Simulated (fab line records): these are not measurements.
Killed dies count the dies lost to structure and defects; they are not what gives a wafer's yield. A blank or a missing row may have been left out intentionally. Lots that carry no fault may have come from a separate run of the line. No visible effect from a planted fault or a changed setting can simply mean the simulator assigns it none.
A lot that was struck, set against a sound lot :: flow gf180mcu :: 16 out of 602 route steps
Sound: these wafers, L220.1, L220.3, L220.6. Struck: wafers L240.3, L240.5. (L240.4 of the same lot was not struck and is left out.) The cause comes at the end.
Per side, at each step with rows, come the tool, then ch with its chambers, and then its first start. Under that, the readings that differ: sound wafers :: struck wafers :: difference of the means :: sigmas: that difference in standard deviations of wafers without a fault.
alike: words and numbers the same on both sides, and readings whose means are apart by under 2 such deviations; not compared: readings that were withheld, readings missing a value for some wafer, numbers with overlapping values and no deviation given by the record, and bounds like >300 which may hide the same value.
Wherever a step has rows on one side only, a row that says differs or no value, or a row with sigmas, the two part there. Numbers that don't overlap but have no deviation are shown without sigmas and don't part them. Lack of a reading on every wafer of one side parts them only where that side has two or more wafers.

first, 1 step without rows for these wafers: GF_HV_LDD_DEVELOP_06 (develop time 60 s).
GF_HV_LDD_CD_MEAS_07: the cd target is 400 nm.
  sound: cd-sem-02 at day 10 12:34; struck: cd-sem-02 at day 16 08:08
reading: cd-nm (nm)
sound: 399.4 398.1 397.2
struck: 402.7 403.0
difference: +4.6
sigmas: +2
GF_HV_LDD_OVL_MEAS_08:
  sound: overlay-02 at day 10 12:41; struck: overlay-01 at day 16 08:13
  alike: HV_LDD_OVL
following that, these wafers have no rows for 1 step: GF_HV_LDD_IMPLANT_09.
GF_HV_LDD_STRIP_10: strips in O2/N2.
  sound on plasma-asher-02 ch 0,1, day 10 12:52; struck on plasma-asher-02 ch 0,1, day 16 08:26
  alike: drypump-motor-current-A, heater-power-w, oes-product-au, strip-time-to-endpoint-s
  not compared: rf-hours-counter-h
GF_HV_LDD_TW_MEAS_11:
  sound: film-metro-04 at day 10 12:58; struck: film-metro-02 at day 16 08:31
  alike: HV_LDD_TW
then, 6 steps without rows for these wafers: GF_HV_LDD_DEHYDRATE_12 (time 60 s); GF_HV_LDD_HMDS_13 (prime time 60 s); GF_HV_LDD_COAT_14 (resist thk 1000 nm); GF_HV_LDD_SOFTBAKE_15 (time 60 s); GF_HV_LDD_EXPOSE_16 (exposes mask Pplus LV AREA, target cd 400 nm); GF_HV_LDD_PEB_17.
GF_HV_LDD_DEVELOP_18: develop time 60 s.
  sound on litho-track-02 ch 0, day 11 06:47; struck on litho-track-02 ch 0, day 17 07:17
GF_HV_LDD_CD_MEAS_19: the cd target is 400 nm.
  sound: cd-sem-02 at day 11 06:56; struck: cd-sem-01 at day 17 07:26
reading: cd-nm (nm)
sound: 399.6 397.8 397.5
struck: 308.7 308.2
difference: -89.9
sigmas: -43
GF_HV_LDD_OVL_MEAS_20:
  sound: overlay-02 at day 11 07:04; struck: overlay-02 at day 17 07:31
  alike: HV_LDD_01_OVL
following that, these wafers have no rows for 1 step: GF_PASSIVATION_PROBE_99.

## WHERE THEY PART
Last at GF_HV_LDD_CD_MEAS_19 as far as this record goes, first at GF_HV_LDD_CD_MEAS_07. Later steps at which nothing parts them and some readings are alike: GF_HV_LDD_OVL_MEAS_20.

WHY: what the simulator had put in
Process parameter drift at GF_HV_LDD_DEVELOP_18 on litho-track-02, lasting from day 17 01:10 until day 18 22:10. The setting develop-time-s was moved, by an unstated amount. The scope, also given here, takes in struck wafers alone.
